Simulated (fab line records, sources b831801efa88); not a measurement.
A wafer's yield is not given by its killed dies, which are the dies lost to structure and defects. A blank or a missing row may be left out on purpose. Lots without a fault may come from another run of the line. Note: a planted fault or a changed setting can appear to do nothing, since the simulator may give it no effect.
A lot that was struck, set against a sound lot | flow sky130 | 16 out of 708 route steps
Sound: these wafers, L558.1, L558.3, L558.4. Wafers L562.2, L562.3, L562.4 were the ones struck. Last of all comes the cause.
Each step with rows lists, per side, the tool, then ch with its chambers, then its first start. Under that, the readings that differ: sound wafers | struck wafers | difference of the means | sigmas: that difference in standard deviations of wafers without a fault.
alike: words and numbers the same on both sides, and readings whose means are apart by under 2 such deviations; not compared: readings that were withheld, readings missing a value for some wafer, numbers with overlapping values and no deviation given by the record, and bounds like >300 which may hide the same value.
A row with sigmas, a row that says differs or no value, or rows on one side alone: a step with any of these is where the two part. Numbers that don't overlap but have no deviation are shown without sigmas and don't part them. A reading that every wafer of one side lacks parts them only if that side has two wafers or more.

SKY_GATE_OXIDE_TW_MEAS_14:
  struck on film metro-03, day 18 15:38; sound on film metro-02, day 17 01:00
  alike: GATE_OXIDE_TW
then, 3 steps without rows for these wafers: SKY_GATE_OXIDE_CLEAN_15 (cleans in SC1/SC2, time 150 s); SKY_GATE_OXIDE_OXIDATION_16 (stabilise 600 s, purge 300 s, target thk 3.57 nm); SKY_POLY_GATE_CVD_00 (deposits poly-Si, target thk 180 nm, time 720 s).
SKY_POLY_GATE_THK_MEAS_01:
  struck on film metro-02, day 18 19:23; sound on film metro-03, day 17 03:50
  alike: POLY_GATE_CVD_00_THK
then, 7 steps without rows for these wafers: SKY_RES_PROTECT_DEHYDRATE_00 (time 60 s); SKY_RES_PROTECT_HMDS_01 (prime time 60 s); SKY_RES_PROTECT_COAT_02 (resist thk 1140 nm); SKY_RES_PROTECT_SOFTBAKE_03 (time 60 s); SKY_RES_PROTECT_EXPOSE_04 (exposes mask RPM, target cd 1270 nm); SKY_RES_PROTECT_PEB_05; SKY_RES_PROTECT_DEVELOP_06 (develop time 60 s).
SKY_POLY_GATE_IMPLANT_02:
  sound on implanter-04 ch 0, day 18 10:06; struck on implanter-04 ch 0, day 20 01:41
  reading                          | sound                         | struck                        | difference | sigmas
  beam on s (s)                    | 33.2 33.3 34.5                | 10.0 9.9 10.1                 | -23.7      | -8
  dose ions cm2                    | 7.703e+15 7.693e+15 7.699e+15 | 2.092e+15 2.076e+15 2.085e+15 | -5.614e+15 | -99 or more
  end station pressure torr (Torr) | 1.17e-05 1.03e-05 1.18e-05    | 1.43e-05 1.49e-05 1.48e-05    | +3.40e-06  | +4
SKY_RES_PROTECT_STRIP_07: strips in O2/N2.
  sound on plasma asher-03 ch 0,1, day 18 10:15; struck on plasma asher-03 ch 0,1, day 20 01:48
  reading                      | sound             | struck            | difference | sigmas
  oes product au (a.u.)        | 0.517 0.519 0.515 | 0.598 0.599 0.598 | +0.081     | +19
  strip time to endpoint s (s) | 23.30 23.28 23.30 | 18.30 18.37 18.34 | -4.96      | -99 or more
  alike: drypump motor current A
  not compared: rf hours counter h
SKY_RES_PROTECT_TW_MEAS_08:
  struck on film metro-02, day 20 02:08; sound on film metro-04, day 18 10:21
  reading      | sound          | struck         | difference | sigmas
  POLY_GATE_TW | 3992 3968 3953 | 3497 3489 3501 | -475       | -18
  not compared: hold
-- record jumps: 29 days separate the struck wafers' starts on either side; left off in module RES_PROTECT, taken up again in module PAD_OPEN, whose first shown step is the route's number 708 --
SKY_PAD_OPEN_PROBE_99:
  struck on prober-02, day 49 08:12; sound on prober-02, day 48 00:21
  reading                                   | sound             | struck            | difference | sigmas
  model.etest.licon poly.rc ohm             | 154.2 150.3 146.6 | 2354 2257 2257    | +2139      |
  model.etest.res poly.line ohm um          | 514.4 533.3 518.4 | 2216 2194 2195    | +1680      |
  model.etest.res poly.rs ohm sq            | 48.79 49.34 48.63 | 211.6 208.5 206.8 | +160.0     |
  model.etest.nfet_01v8.r on ohm um         | 845.8 837.7 863.8 | 917.6 903.1 904.8 | +59.4      |
  model.etest.nfet_01v8_swapped.drive ua um | 490.7 486.5 474.9 | 444.6 446.6 442.4 | -39.5      |
  model.etest.nfet_01v8.drive ua um         | 483.8 489.3 477.2 | 443.5 450.5 447.9 | -36.1      |
  model.etest.nfet_01v8_lvt.drive ua um     | 556.7 562.7 551.3 | 510.5 519.4 516.6 | -41.4      |
  model.etest.nfet_01v8_turned.drive ua um  | 486.9 489.6 473.9 | 441.1 448.1 447.8 | -37.8      |
  alike: killed_at_M0_to_M3, killed_at_M4_up, killed at contacts, killed at front end, killed at other, killed dies, killed open, killed short

== WHERE THEY PART ==
At SKY_POLY_GATE_IMPLANT_02 first; at SKY_RES_PROTECT_TW_MEAS_08 last (within this record only). Later steps at which nothing parts them and some readings are alike: SKY_PAD_OPEN_PROBE_99.

WHY: what had been put in by the simulator
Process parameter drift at SKY_POLY_GATE_IMPLANT_02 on implanter-04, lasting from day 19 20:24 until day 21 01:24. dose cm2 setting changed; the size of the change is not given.
